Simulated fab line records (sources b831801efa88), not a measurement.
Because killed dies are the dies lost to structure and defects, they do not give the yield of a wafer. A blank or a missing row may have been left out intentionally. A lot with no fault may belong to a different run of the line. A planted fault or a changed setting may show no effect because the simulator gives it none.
fab line records	flow sky130
record: lots: 6	wafers: 18	last-day: 50
route steps=708 shown FIELD_ISO@1 PAD_OPEN@708
lots untouched by any fault: they come from a run of this same line in which no faults occurred
start-h: the number of hours between the record's first day and the start of the first shown wafer of the lot	wait-h: hours from the lot's prior step to this one	" repeats the value in the row above	L1.1+2: a row that stands for several wafers	- no value present, or no start provided	* or withheld: withheld	< > ~ a bound
route shown NAME@n: a module of which the file shows steps, and the number in the route of the first	usual: mean/standard deviation of fault-free wafers	same: alike in all rows	chamber/n: place in a boat	sites: the reading at each site	_std_site: standard deviation across them	_edge_site: the outer-site mean with the inner-site mean subtracted	radius-mm: for every site, how far away it sits from the centre of the wafer	mask NAME#n: copy n	behind: the most recent tool/chamber to have shaped the wafer	hold: why the lot was held/for how many hours/how that ended	device: whichever transistor did not switch (one of n, p or np)	end of line: at the end of the route, the tests of the same wafers	for a step that has no rows: nothing shown but its recipe	killed: count of dies lost to structure and defects at first sort (not the wafer's yield)	map: per-die view of a wafer (x killed, . not killed, _ where there is no die)
set.NAME: the setting the step ran with; set.NAME@STEP: the setting that earlier step ran with	model.NAME: the simulator's own value behind a step, which no gauge read
lots at selected steps of the route; one table per step, one row per wafer
services: a tool's chamber out of use, with start hour (start-h, from the record's first day; less than 0 if before it), hours out, and reason
== steps ==
step: SKY_FIELD_ISO_BOW_MEAS_00
recipe: mode: bow
usual: INCOMING_BOW: -1/6.6
lot.wafer	tool	chamber	start-h	wait-h	INCOMING_BOW[um]
L794.2	film-metro-04	-	15.02	-	0
L794.3	"	-	"	"	2
L794.4	"	-	"	"	-4
L795.1	film-metro-01	-	20.00	-	3
L795.2	"	-	"	"	-2
L795.6	"	-	"	"	-15
L803.2	film-metro-01	-	60.02	-	11
L803.3	"	-	"	"	2
L803.5	"	-	"	"	-3
L806.1	film-metro-01	-	75.00	-	-6
L806.3	"	-	"	"	-1
L806.4	"	-	"	"	5
L814.4	film-metro-03	-	115.06	-	8
L814.5	"	-	"	"	-12
L814.6	"	-	"	"	-3
L815.3	film-metro-03	-	120.04	-	4
L815.4	"	-	"	"	-9
L815.6	"	-	"	"	-3
step: SKY_FIELD_ISO_OXIDATION_01
recipe: temp-c: 900	ambient: O2	stabilise-s: 600	purge-s: 300	target-thk-a: 120	ox-time-s: 1843
usual: ox-temp-c: 900.1/0.41	ox-temp-c-max: 905.0/0.97	spike-tc-upper-C: 900.3/0.96	zone-power-top-pct: 36/3.8
same: purge-s: 300
lot.wafer	tool	chamber	start-h	wait-h	ox-temp-c	ox-temp-c-max	spike-tc-upper-C	zone-power-top-pct
L794.2	furnace-02	0	18.10	3.1	900.9	906.1	900.3	40
L794.3	"	0	"	"	900.8	907.0	901.2	40
L794.4	"	0	"	"	900.5	906.1	900.1	40
L795.1	furnace-02	0	22.32	2.3	900.2	904.7	900.6	40
L795.2	"	0	"	"	900.1	905.0	901.7	40
L795.6	"	0	"	"	900.6	905.2	900.9	40
L803.2	furnace-02	0	60.50	0.5	900.0	905.0	901.1	40
L803.3	"	0	"	"	899.9	904.5	901.9	40
L803.5	"	0	"	"	899.9	904.1	900.3	40
L806.1	furnace-01	0	75.12	0.1	900.1	904.0	899.6	33
L806.3	"	0	"	"	899.8	904.1	900.0	33
L806.4	"	0	"	"	899.8	905.4	901.3	32
L814.4	furnace-02	0	116.12	1.0	900.7	905.6	900.7	41
L814.5	"	0	"	"	900.2	905.2	899.2	40
L814.6	"	0	"	"	900.0	906.5	900.6	40
L815.3	furnace-02	0	121.80	1.7	899.6	905.4	900.2	40
L815.4	"	0	"	"	899.5	904.7	899.9	40
L815.6	"	0	"	"	900.9	906.9	899.5	40
step: SKY_FIELD_ISO_THK_MEAS_02
recipe: reads: SiO2_of_FIELD_ISO_OXIDATION_01
usual: FIELD_ISO_OXIDATION_00_THK: 11.97/0.25
lot.wafer	tool	chamber	start-h	wait-h	FIELD_ISO_OXIDATION_00_THK[nm]
L794.2	film-metro-01	-	19.62	0.0	12.06
L794.3	"	-	"	"	11.97
L794.4	"	-	"	"	12.01
L795.1	film-metro-01	-	23.83	0.0	12.25
L795.2	"	-	"	"	11.99
L795.6	"	-	"	"	12.09
L803.2	film-metro-01	-	62.02	0.0	12.15
L803.3	"	-	"	"	11.99
L803.5	"	-	"	"	12.10
L806.1	film-metro-03	-	76.63	0.0	11.53
L806.3	"	-	"	"	11.49
L806.4	"	-	"	"	11.48
L814.4	film-metro-04	-	117.67	0.0	12.12
L814.5	"	-	"	"	12.25
L814.6	"	-	"	"	11.99
L815.3	film-metro-03	-	123.33	0.0	12.19
L815.4	"	-	"	"	12.16
L815.6	"	-	"	"	12.09
step: SKY_FIELD_ISO_CVD_03
recipe: material: Si3N4	precursor: DCS/NH3	target-thk-nm: 165	temp-c: 770	time-s: 2830	pressure-mtorr: 250
step: SKY_FIELD_ISO_THK_MEAS_04
recipe: reads: Si3N4_of_FIELD_ISO_CVD_03
usual: FIELD_ISO_CVD_03_THK: 164.3/1
lot.wafer	tool	chamber	start-h	wait-h	FIELD_ISO_CVD_03_THK[nm]
L794.2	film-metro-01	-	22.73	0.0	162.1
L794.3	"	-	"	"	162.6
L794.4	"	-	"	"	163.2
L795.1	film-metro-01	-	25.67	0.0	163.9
L795.2	"	-	"	"	164.7
L795.6	"	-	"	"	164.2
L803.2	film-metro-03	-	64.47	0.0	166.2
L803.3	"	-	"	"	165.7
L803.5	"	-	"	"	165.7
L806.1	film-metro-03	-	90.58	0.0	164.6
L806.3	"	-	"	"	163.9
L806.4	"	-	"	"	163.2
L814.4	film-metro-03	-	119.51	0.0	164.7
L814.5	"	-	"	"	164.0
L814.6	"	-	"	"	164.4
L815.3	film-metro-01	-	126.26	0.0	163.3
L815.4	"	-	"	"	163.4
L815.6	"	-	"	"	163.1
step: SKY_FIELD_ISO_DEHYDRATE_05
recipe: temp-c: 200	time-s: 60
step: SKY_FIELD_ISO_HMDS_06
recipe: prime-time-s: 60	prime-temp-c: 120
step: SKY_FIELD_ISO_COAT_07
recipe: resist: BARC	temp-c: withheld	time-s: withheld	spin-rpm: 3000	resist-thk-nm: 60
step: SKY_FIELD_ISO_COAT_08
recipe: resist: KrF-thick	spin-rpm: 3000	resist-thk-nm: 450
step: SKY_FIELD_ISO_SOFTBAKE_09
recipe: temp-c: 100	time-s: 90	resist: KrF-thick
step: SKY_FIELD_ISO_EXPOSE_10
recipe: mask-id: FOM	na: 0.68	source-shape: annular	sigma-inner: 0.4	sigma-outer: 0.8	target-cd-nm: 150	dose-mj: 28
step: SKY_FIELD_ISO_PEB_11
recipe: peb-temp-c: withheld	peb-time-s: withheld	resist: KrF-thick
step: SKY_FIELD_ISO_DEVELOP_12
recipe: develop-time-s: 60	resist: KrF-thick	dev-temp-c: 21
step: SKY_FIELD_ISO_CD_MEAS_13
recipe: target-cd-nm: 150
usual: cd-nm: 150.3/1.4
lot.wafer	tool	chamber	start-h	wait-h	cd-nm
L794.2	cd-sem-01	-	36.75	-	149.0
L794.3	"	-	"	"	148.2
L794.4	"	-	"	"	149.3
L795.1	cd-sem-02	-	39.57	-	151.5
L795.2	"	-	"	"	151.8
L795.6	"	-	"	"	151.6
L803.2	cd-sem-02	-	81.05	-	150.9
L803.3	"	-	"	"	148.0
L803.5	"	-	"	"	149.0
L806.1	cd-sem-01	-	107.52	-	150.0
L806.3	"	-	"	"	152.0
L806.4	"	-	"	"	151.1
L814.4	cd-sem-01	-	137.83	-	151.8
L814.5	"	-	"	"	153.3
L814.6	"	-	"	"	152.2
L815.3	cd-sem-01	-	145.81	-	150.1
L815.4	"	-	"	"	149.9
L815.6	"	-	"	"	149.3
step: SKY_FIELD_ISO_ETCH_14
recipe: chemistry: N2/H2	target: BARC	ion-energy-ev: 200	source-w: 500	bias-w: 100	pressure-mtorr: 30	n2-flow-sccm: 100	h2-flow-sccm: 200	stop-on: SiO2	time-s: 45.9	target-depth-a: 600
usual: drypump-motor-current-A: 5.9/0.38	h2-flow-sccm: 200.1/0.6	n2-flow-sccm: 100.0/0.31	oes-product-au: 0.854/0.0049	rf-fwd-power-W: 494.9/2.2	throttle-valve-pct: 13.226/0.0094
lot.wafer	tool	chamber	start-h	wait-h	drypump-motor-current-A	h2-flow-sccm	n2-flow-sccm	oes-product-au	rf-fwd-power-W	rf-hours-counter-h	throttle-valve-pct
L794.2	rie-diel-04	2	36.85	0.1	6.0	199.5	99.7	0.850	494.3	72	13.220
L794.3	"	0	"	"	6.4	200.7	99.7	0.854	498.5	110	13.230
L794.4	"	3	"	"	5.7	200.1	100.1	0.857	494.2	28	13.228
L795.1	rie-diel-04	3	39.69	0.1	5.7	200.4	100.5	0.852	496.2	28	13.217
L795.2	"	0	"	"	6.4	199.3	99.6	0.850	497.7	110	13.230
L795.6	"	0	"	"	6.4	199.4	99.8	0.864	498.0	-	13.220
L803.2	rie-diel-03	0	81.15	0.1	5.1	199.9	99.7	0.858	494.0	105	13.212
L803.3	"	2	"	"	6.3	199.7	99.9	0.854	499.7	1	13.236
L803.5	"	3	"	"	5.9	198.8	100.4	0.848	496.2	-	13.220
L806.1	rie-diel-02	2	107.64	0.1	6.1	201.3	99.9	0.860	493.1	50	13.233
L806.3	"	0	"	"	5.9	200.5	100.4	0.854	493.2	2	13.230
L806.4	"	1	"	"	5.3	199.6	100.0	0.851	494.5	1	13.217
L814.4	rie-diel-03	3	137.89	0.0	5.9	200.4	100.2	0.850	496.9	13	13.204
L814.5	"	3	"	"	5.9	199.4	100.1	0.854	497.6	-	13.219
L814.6	"	0	"	"	5.1	200.8	99.9	0.851	493.5	-	13.219
L815.3	rie-diel-03	2	145.89	0.1	6.2	200.5	100.2	0.850	497.8	3	13.228
L815.4	"	0	"	"	5.1	200.4	100.2	0.850	496.6	106	13.235
L815.6	"	1	"	"	5.6	201.3	99.8	0.853	491.3	-	13.214
step: SKY_FIELD_ISO_ETCH_15
recipe: chemistry: CHF3/O2	target-depth-nm: 180	stop-on: Si	source-w: 600	bias-w: 200	pressure-mtorr: 40	chf3-flow-sccm: 50	O2_flow_sccm: 5	time-s: 72
usual: drypump-motor-current-A: 5.8/0.38	oes-product-au: 0.943/0.0053	rf-fwd-power-W: 595.4/2.2	throttle-valve-pct: 8.844/0.0096
lot.wafer	tool	chamber	start-h	wait-h	drypump-motor-current-A	oes-product-au	rf-fwd-power-W	rf-hours-counter-h	throttle-valve-pct
L794.2	rie-diel-04	2	36.89	0.0	6.0	0.926	591.1	72	8.841
L794.3	"	0	"	"	6.4	0.935	597.8	110	8.826
L794.4	"	3	"	"	5.7	0.948	597.6	28	8.841
L795.1	rie-diel-04	3	39.73	0.0	5.8	0.937	596.2	28	8.873
L795.2	"	0	"	"	6.4	0.937	597.1	110	8.845
L795.6	"	0	"	"	6.4	0.944	595.5	-	8.839
L803.2	rie-diel-03	0	81.19	0.0	5.1	0.956	596.6	105	8.856
L803.3	"	2	"	"	6.2	0.946	600.5	1	8.845
L803.5	"	3	"	"	5.9	0.950	593.2	-	8.842
L806.1	rie-diel-02	2	107.68	0.0	6.1	0.948	596.1	50	8.853
L806.3	"	0	"	"	5.9	0.943	593.4	2	8.835
L806.4	"	1	"	"	5.3	0.941	594.8	1	8.847
L814.4	rie-diel-03	3	137.93	0.0	5.9	0.939	595.9	13	8.856
L814.5	"	3	"	"	5.9	0.950	595.7	-	8.836
L814.6	"	0	"	"	5.1	0.940	597.9	-	8.840
L815.3	rie-diel-03	2	145.93	0.0	6.2	0.939	593.3	3	8.833
L815.4	"	0	"	"	5.1	0.951	594.4	106	8.836
L815.6	"	1	"	"	5.6	0.928	596.3	-	8.835
step: SKY_FIELD_ISO_STRIP_16
recipe: chemistry: O2/N2	power-w: 1400	pressure-mtorr: 1500	platen-temp-c: withheld	o2-flow-sccm: 3000	n2-flow-sccm: 300	overash-fraction: 0.5
usual: drypump-motor-current-A: 6.0/0.38	n2-flow-sccm: 300.1/0.9	o2-flow-sccm: 2999/8.8	oes-product-au: 0.378/0.0054	strip-time-to-endpoint-s: 3.54/0.04
lot.wafer	tool	chamber	start-h	wait-h	drypump-motor-current-A	n2-flow-sccm	o2-flow-sccm	oes-product-au	rf-hours-counter-h	strip-time-to-endpoint-s
L794.2	plasma-asher-01	0	36.95	0.0	6.4	300.1	2998	0.377	36	3.55
L794.3	"	0	"	"	6.4	300.1	2991	0.372	-	3.45
L794.4	"	1	"	"	5.9	299.1	2987	0.373	-	3.54
L795.1	plasma-asher-01	0	39.79	0.0	6.4	301.0	3010	0.370	37	3.53
L795.2	"	1	"	"	5.9	300.2	3001	0.370	37	3.46
L795.6	"	1	"	"	5.9	299.9	2996	0.380	-	3.45
L803.2	plasma-asher-01	0	81.25	0.0	6.4	300.0	3005	0.377	41	3.55
L803.3	"	1	"	"	5.9	300.0	3005	0.369	-	3.52
L803.5	"	0	"	"	6.4	299.3	2981	0.389	-	3.52
L806.1	plasma-asher-01	0	107.74	0.0	6.4	299.9	3001	0.382	43	3.58
L806.3	"	1	"	"	5.9	300.0	2996	0.381	-	3.54
L806.4	"	0	"	"	6.4	300.1	2991	0.375	-	3.56
L814.4	plasma-asher-03	0	138.02	0.1	6.4	300.7	2999	0.376	-	3.53
L814.5	"	0	"	"	6.4	300.2	3000	0.373	-	3.49
L814.6	"	1	"	"	6.0	301.4	2996	0.383	-	3.57
L815.3	plasma-asher-04	1	146.02	0.1	5.8	300.5	2982	0.384	-	3.56
L815.4	"	0	"	"	5.2	298.0	2996	0.382	-	3.57
L815.6	"	0	"	"	5.3	299.4	2999	0.368	-	3.53
step: SKY_FIELD_ISO_ETCH_17
recipe: target-depth-a: 3420	mask-material: Si3N4	chemistry: HBr/Cl2/O2	target: Si	taper-deg: 5	icp-w: 600	bias-w: 150	pressure-mtorr: 15	HBr_flow_sccm: 150	Cl2_flow_sccm: 40	O2_flow_sccm: 6	time-s: 97.7
usual: drypump-motor-current-A: 5.7/0.5	oes-product-au: 1.005/0.011	rf-fwd-power-W: 595.7/2.3	throttle-valve-pct: 25.653/0.012
lot.wafer	tool	chamber	start-h	wait-h	drypump-motor-current-A	oes-product-au	rf-fwd-power-W	rf-hours-counter-h	throttle-valve-pct
L794.2	rie-si-02	0	37.05	0.1	5.3	1.011	593.6	1	25.641
L794.3	"	1	"	"	6.0	0.994	592.8	65	25.677
L794.4	"	1	"	"	6.1	0.989	594.0	-	25.655
L795.1	rie-si-01	2	39.89	0.1	5.8	1.006	594.8	51	25.663
L795.2	"	1	"	"	5.0	1.004	595.8	0	25.660
L795.6	"	3	"	"	6.1	1.002	593.9	-	25.652
L803.2	rie-si-02	2	81.35	0.1	5.6	0.998	593.6	0	25.666
L803.3	"	3	"	"	6.4	1.002	590.3	57	25.652
L803.5	"	0	"	"	5.3	1.006	597.1	-	25.645
L806.1	rie-si-01	0	107.84	0.1	4.9	1.023	593.9	38	25.645
L806.3	"	2	"	"	5.8	0.998	594.6	51	25.666
L806.4	"	1	"	"	5.1	1.007	597.8	1	25.672
L814.4	rie-si-01	3	138.09	0.0	6.1	1.006	596.8	90	25.652
L814.5	"	0	"	"	4.9	1.001	592.4	-	25.624
L814.6	"	3	"	"	6.1	1.003	598.0	-	25.649
L815.3	rie-si-02	3	146.09	0.0	6.4	1.021	594.2	58	25.649
L815.4	"	0	"	"	5.3	1.006	597.9	2	25.650
L815.6	"	0	"	"	5.3	1.020	597.3	-	25.648
step: SKY_FIELD_ISO_WET_ETCH_18
recipe: chemistry: H3PO4	target-depth-nm: 25	temp-c: 160	target: Si3N4	time-s: 286
step: SKY_FIELD_ISO_CLEAN_19
recipe: chemistry: SC1/SC2	mix: 1:4:20	temp-c: 70	time-s: 150
step: SKY_FIELD_ISO_CLEAN_20
recipe: chemistry: dHF	time-s: 20	dilution: 100:1
step: SKY_FIELD_ISO_WET_ETCH_21
recipe: chemistry: dHF	dilution: 100:1	target-depth-nm: 20	dry: ipa-marangoni	target: SiO2	temp-c: 25	time-s: 400
step: SKY_FIELD_ISO_OXIDATION_22
recipe: temp-c: 950	ambient: O2	stabilise-s: 600	purge-s: 300	target-thk-a: 100	ox-time-s: 623
step: SKY_FIELD_ISO_THK_MEAS_23
recipe: reads: SiO2_of_FIELD_ISO_OXIDATION_22
usual: FIELD_ISO_OXIDATION_01_THK: 10.01/0.24
lot.wafer	tool	chamber	start-h	wait-h	FIELD_ISO_OXIDATION_01_THK[nm]
L794.2	film-metro-01	-	39.54	0.0	9.73
L794.3	"	-	"	"	9.66
L794.4	"	-	"	"	9.79
L795.1	film-metro-01	-	43.38	0.0	10.26
L795.2	"	-	"	"	10.27
L795.6	"	-	"	"	10.13
L803.2	film-metro-01	-	84.91	0.0	9.57
L803.3	"	-	"	"	9.70
L803.5	"	-	"	"	9.55
L806.1	film-metro-04	-	109.36	0.0	10.29
L806.3	"	-	"	"	10.38
L806.4	"	-	"	"	9.95
L814.4	film-metro-03	-	140.25	0.0	10.12
L814.5	"	-	"	"	9.99
L814.6	"	-	"	"	10.02
L815.3	film-metro-01	-	147.63	0.0	9.94
L815.4	"	-	"	"	9.97
L815.6	"	-	"	"	10.15
step: SKY_FIELD_ISO_CVD_24
recipe: material: SiO2	target-thk-nm: 595	temp-c: 650	sigma-open-frac: 0.3	time-s: 99.2	sih4-flow-sccm: 60	pressure-mtorr: 6
step: SKY_FIELD_ISO_THK_MEAS_25
recipe: reads: SiO2_of_FIELD_ISO_CVD_24
usual: FIELD_ISO_CVD_24_THK: 594/5.8
lot.wafer	tool	chamber	start-h	wait-h	FIELD_ISO_CVD_24_THK[nm]
L794.2	film-metro-03	-	39.67	0.0	600
L794.3	"	-	"	"	587
L794.4	"	-	"	"	588
L795.1	film-metro-03	-	43.51	0.0	599
L795.2	"	-	"	"	595
L795.6	"	-	"	"	589
L803.2	film-metro-04	-	85.04	0.0	600
L803.3	"	-	"	"	601
L803.5	"	-	"	"	600
L806.1	film-metro-01	-	109.49	0.0	585
L806.3	"	-	"	"	590
L806.4	"	-	"	"	585
L814.4	film-metro-01	-	140.41	0.1	590
L814.5	"	-	"	"	596
L814.6	"	-	"	"	594
L815.3	film-metro-04	-	147.77	0.1	594
L815.4	"	-	"	"	590
L815.6	"	-	"	"	578
step: SKY_FIELD_ISO_ANNEAL_26
recipe: temp-c: 1000	time-s: 1800	ambient: N2
step: SKY_FIELD_ISO_CMP_27
recipe: stop-on: Si3N4	t-overpolish-s: 16	down-force-psi: 4	platen-rpm: 60	target-thk-nm: 457.8	pad-velocity-m-s: 0.94248
usual: head-pressure-psi: 4.000/0.0093	motor-current-A: 12.8/0.96	overpolish-run-s: 16.001/0.0091	time-to-endpoint-s: 108/4.1
lot.wafer	tool	chamber	start-h	wait-h	head-pressure-psi	motor-current-A	overpolish-run-s	time-to-endpoint-s
L794.2	cmp-01	3	42.21	0.0	3.995	12.5	16.004	114
L794.3	"	0	"	"	3.999	12.4	16.007	115
L794.4	"	2	"	"	3.991	12.8	16.010	110
L795.2	cmp-01	2	46.87	0.0	3.998	12.5	16.010	107
L795.1	"	0	"	"	3.994	13.1	15.992	113
L795.6	"	3	"	"	4.000	11.8	16.020	106
L803.3	cmp-02	3	88.00	0.1	4.001	13.4	16.010	116
L803.2	"	1	"	"	3.999	10.6	15.999	110
L803.5	"	2	"	"	4.004	12.5	15.988	110
L806.3	cmp-02	1	111.82	0.1	4.016	11.0	15.996	110
L806.1	"	2	"	"	4.000	12.8	16.003	106
L806.4	"	3	"	"	3.999	13.7	16.012	110
L814.4	cmp-02	0	143.60	0.4	4.009	11.9	16.003	106
L814.6	"	0	"	"	4.008	11.9	16.005	105
L814.5	"	1	"	"	3.983	10.0	16.011	112
L815.4	cmp-01	2	150.03	0.1	4.007	12.6	15.999	109
L815.3	"	3	"	"	4.009	13.3	16.008	111
L815.6	"	0	"	"	3.991	13.1	16.000	112
step: SKY_FIELD_ISO_WET_ETCH_28
recipe: chemistry: dHF	target-depth-nm: 23.7	target: SiO2	dilution: 10:1	temp-c: 25	time-s: 47
step: SKY_FIELD_ISO_WET_ETCH_29
recipe: chemistry: H3PO4	target-depth-nm: 160	target: Si3N4	temp-c: 160	time-s: 1825
step: SKY_FIELD_ISO_WET_ETCH_30
recipe: chemistry: dHF	target-depth-nm: 25	target: SiO2	dilution: 10:1	temp-c: 25	time-s: 50
step: SKY_PAD_OPEN_PROBE_99
usual: killed_at_M0_to_M3: 44/7.1	killed_at_M4_up: 3.3/1.8	killed-at-contacts: 24/5.1	killed-at-front-end: 16/4.7	killed-at-other: 0.3/0.52	killed-dies: 87/9.7	killed-open: 47/6.8	killed-short: 39/6.7
same: gross-dies: 492	killed-at-back-side: 0
lot.wafer	tool	chamber	start-h	wait-h	killed_at_M0_to_M3	killed_at_M4_up	killed-at-contacts	killed-at-front-end	killed-at-other	killed-dies	killed-open	killed-short	model.etest.diode-nwell-sub.leak-log10-a-cm2	model.etest.diode-dnwell-sub.leak-log10-a-cm2	model.etest.diode-pwell-dnwell.leak-log10-a-cm2
L794.2	prober-01	-	1071.28	0.1	41	5	27	15	0	88	61	26	-7.387	-7.444	-7.515
L794.3	prober-01	-	1071.33	0.2	53	5	29	15	0	102	60	42	-7.342	-7.429	-7.441
L794.4	prober-01	-	1071.38	0.2	53	4	33	11	0	101	56	44	-7.46	-7.528	-7.545
L795.1	prober-01	-	1081.75	0.1	43	3	25	18	0	89	44	45	-7.085	-7.37	-7.574
L795.2	prober-01	-	1081.80	0.1	40	5	23	17	0	85	56	29	-7.447	-7.366	-7.677
L795.6	prober-01	-	1082.00	0.2	32	3	21	15	1	72	39	33	-7.226	-7.501	-7.583
L803.2	prober-01	-	1132.46	0.1	42	1	28	16	1	88	56	32	-7.562	-7.646	-7.732
L803.3	prober-01	-	1132.51	0.2	39	2	28	16	0	85	46	39	-7.294	-7.383	-7.446
L803.5	prober-01	-	1132.61	0.2	39	9	25	15	0	88	52	36	-7.327	-7.272	-7.653
L806.1	prober-01	-	1153.17	0.1	62	3	17	16	0	98	50	47	-7.229	-7.392	-7.873
L806.3	prober-01	-	1153.27	0.2	50	2	21	11	0	84	49	35	-7.261	-7.355	-7.366
L806.4	prober-01	-	1153.32	0.2	41	5	21	11	0	78	48	30	-7.331	-7.503	-7.683
L814.4	prober-02	-	1181.21	0.2	34	3	23	10	0	70	40	30	-7.266	-7.147	-7.215
L814.5	prober-02	-	1181.26	0.2	51	5	26	25	1	108	51	54	-7.051	-6.998	-7.416
L814.6	prober-02	-	1181.31	0.2	47	3	30	15	1	96	55	40	-6.941	-7.245	-7.473
L815.3	prober-01	-	1188.25	0.2	36	3	19	18	0	76	42	34	-7.085	-7.131	-7.418
L815.4	prober-01	-	1188.30	0.2	35	1	26	11	1	74	49	25	-7.191	-7.079	-7.256
L815.6	prober-01	-	1188.40	0.2	50	1	23	11	0	85	40	44	-6.862	-7.189	-7.197
killed by level:class
L794.2 CONTACT:geometric-particle:open=15 VIA2:geometric-particle:open=9 VIA1:geometric-particle:open=8 VIA3:geometric-particle:open=7 FIELD_ISO:geometric-particle:open=5 SPACER:geometric-particle:open=4 METAL2:geometric-particle:short=4 METAL1:geometric-particle:short=4
L794.3 VIA1:geometric-particle:open=16 LI_CONTACT:geometric-particle:open=12 CONTACT:geometric-particle:open=9 METAL2:geometric-particle:short=8 VIA2:geometric-particle:open=7 VIA1:geometric-particle:short=6 METAL1:geometric-particle:short=5 VIA3:geometric-particle:open=5
L794.4 LI_CONTACT:geometric-particle:open=14 CONTACT:geometric-particle:open=11 METAL2:geometric-particle:short=9 VIA1:geometric-particle:open=7 VIA2:geometric-particle:open=7 VIA2:geometric-particle:short=6 FIELD_ISO:geometric-particle:short=4 FIELD_ISO:geometric-particle:open=4
L795.1 VIA1:geometric-particle:open=9 CONTACT:geometric-particle:open=8 CONTACT:geometric-particle:short=7 VIA1:geometric-particle:short=7 FIELD_ISO:geometric-particle:short=6 VIA3:geometric-particle:open=6 VIA2:geometric-particle:open=5 POLY_GATE:geometric-particle:open=4
L795.2 VIA2:geometric-particle:open=11 VIA1:geometric-particle:open=9 CONTACT:geometric-particle:open=8 LI_CONTACT:geometric-particle:open=7 METAL1:geometric-particle:short=5 FIELD_ISO:geometric-particle:open=4 POLY_GATE:geometric-particle:open=4 LI_CONTACT:geometric-particle:short=3
L795.6 CONTACT:geometric-particle:open=12 VIA1:geometric-particle:open=7 VIA1:geometric-particle:short=6 SPACER:geometric-particle:open=4 LI_CONTACT:geometric-particle:open=4 METAL1:geometric-particle:short=4 VIA2:geometric-particle:open=3 VIA3:geometric-particle:open=3
L803.2 VIA1:geometric-particle:open=11 CONTACT:geometric-particle:open=10 VIA2:geometric-particle:open=9 VIA3:geometric-particle:open=9 LI_CONTACT:geometric-particle:open=8 POLY_GATE:geometric-particle:open=5 LOCAL_INTERCONNECT:geometric-particle:short=5 CONTACT:geometric-particle:short=5
L803.3 VIA1:geometric-particle:open=11 LOCAL_INTERCONNECT:geometric-particle:short=8 CONTACT:geometric-particle:open=7 LI_CONTACT:geometric-particle:open=6 POLY_GATE:geometric-particle:open=5 CONTACT:geometric-particle:short=5 VIA3:geometric-particle:open=5 VIA1:geometric-particle:short=4
L803.5 VIA1:geometric-particle:open=11 VIA3:geometric-particle:open=9 VIA2:geometric-particle:open=8 CONTACT:geometric-particle:short=7 LI_CONTACT:geometric-particle:open=6 CONTACT:geometric-particle:open=6 METAL4:geometric-particle:short=5 POLY_GATE:geometric-particle:open=4
L806.1 VIA1:geometric-particle:open=15 METAL1:geometric-particle:short=9 VIA2:geometric-particle:open=7 VIA1:geometric-particle:short=6 VIA3:geometric-particle:open=6 LI_CONTACT:geometric-particle:open=5 VIA3:geometric-particle:short=5 FIELD_ISO:geometric-particle:short=4
L806.3 VIA1:geometric-particle:open=16 VIA2:geometric-particle:open=9 LI_CONTACT:geometric-particle:open=6 VIA1:geometric-particle:short=6 LOCAL_INTERCONNECT:geometric-particle:short=5 CONTACT:geometric-particle:open=5 METAL2:geometric-particle:short=5 CONTACT:geometric-particle:short=4
L806.4 VIA1:geometric-particle:open=14 CONTACT:geometric-particle:open=7 VIA3:geometric-particle:open=6 CONTACT:geometric-particle:short=6 VIA3:geometric-particle:short=6 VIA1:geometric-particle:short=5 LI_CONTACT:geometric-particle:open=3 VIA2:geometric-particle:open=3
L814.4 CONTACT:geometric-particle:open=13 VIA1:geometric-particle:open=8 METAL2:geometric-particle:short=5 FIELD_ISO:geometric-particle:open=4 LI_CONTACT:geometric-particle:open=4 VIA2:geometric-particle:open=4 METAL3:geometric-particle:short=4 LOCAL_INTERCONNECT:geometric-particle:short=3
L814.5 CONTACT:geometric-particle:open=10 VIA1:geometric-particle:open=9 POLY_GATE:geometric-particle:short=7 POLY_GATE:geometric-particle:open=7 VIA2:geometric-particle:open=7 METAL2:geometric-particle:short=7 LOCAL_INTERCONNECT:geometric-particle:short=6 VIA1:geometric-particle:short=5
L814.6 LI_CONTACT:geometric-particle:open=11 CONTACT:geometric-particle:open=10 METAL2:geometric-particle:short=8 VIA2:geometric-particle:short=8 VIA1:geometric-particle:open=7 FIELD_ISO:geometric-particle:open=6 VIA2:geometric-particle:open=6 CONTACT:geometric-particle:short=4
L815.3 VIA1:geometric-particle:open=10 LI_CONTACT:geometric-particle:open=7 FIELD_ISO:geometric-particle:open=6 CONTACT:geometric-particle:open=5 METAL2:geometric-particle:short=5 FIELD_ISO:geometric-particle:short=4 VIA3:geometric-particle:short=4 POLY_GATE:geometric-particle:open=4
L815.4 CONTACT:geometric-particle:open=12 VIA3:geometric-particle:open=8 VIA1:geometric-particle:open=7 VIA2:geometric-particle:open=7 LI_CONTACT:geometric-particle:open=5 FIELD_ISO:geometric-particle:open=4 METAL2:geometric-particle:short=4 POLY_GATE:geometric-particle:open=3
L815.6 CONTACT:geometric-particle:open=11 VIA2:geometric-particle:open=10 VIA2:geometric-particle:short=7 VIA1:geometric-particle:short=6 METAL2:geometric-particle:short=6 VIA3:geometric-particle:open=6 CONTACT:geometric-particle:short=5 METAL1:geometric-particle:short=5
== services ==
tool	chamber	start-h	hours	kind
furnace-01	-	-5.39	5.9	pm
cmp-02	-	-4.77	0.3	repair
rie-diel-03	2	-3.21	19.4	repair
furnace-02	-	6.27	9.1	repair
plasma-asher-01	-	22.47	3.1	repair
furnace-02	-	25.00	4.6	pm
plasma-asher-01	-	25.75	1.7	repair
rie-diel-02	0	26.56	9.0	repair
rie-si-02	-	27.85	0.5	repair
cmp-01	-	30.47	0.6	repair
cmp-01	-	39.88	1.0	repair
rie-si-01	3	42.52	16.5	repair
plasma-asher-04	-	55.72	8.7	repair
rie-diel-02	3	59.13	5.2	repair
rie-si-01	2	59.96	4.0	repair
cmp-01	-	64.00	4.0	pm
rie-diel-04	0	92.44	6.0	repair
cmp-02	-	118.58	3.7	pm
rie-diel-03	3	121.24	6.6	repair
rie-diel-03	0	122.27	2.3	repair
furnace-02	-	128.78	3.4	pm
cmp-01	-	131.22	2.3	repair
cmp-01	-	141.82	7.8	pm
rie-si-01	-	146.68	0.6	repair
== key ==
first-sign none at tools or gauges
model-effect: step: SKY_PAD_OPEN_PROBE_99	value: etest.diode-nwell-sub.leak-log10-a-cm2	without: -7.36	struck: -7.066
met-at SKY_FIELD_ISO_OXIDATION_01
struck-wafers L814.4,L814.5,L814.6,L815.3,L815.4,L815.6
tester-left-out L814,L815
onset-between 60.50 116.12
also-fits time
fault: kind: metallic-contamination-source	tool: furnace-02	chamber: -	onset-h: 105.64	steps: SKY_FIELD_ISO_OXIDATION_01	rate-cm2-per-visit: 1.5393e+12	species: metal-cu-cm2
tester-left-out: of these lots the tester's yield and bins aren't shown, on N5 and GAA mostly nor the transistor test; their killed dies are dies lost to structure and defects alone, not to doping, threshold or leakage, so they don't give the yield
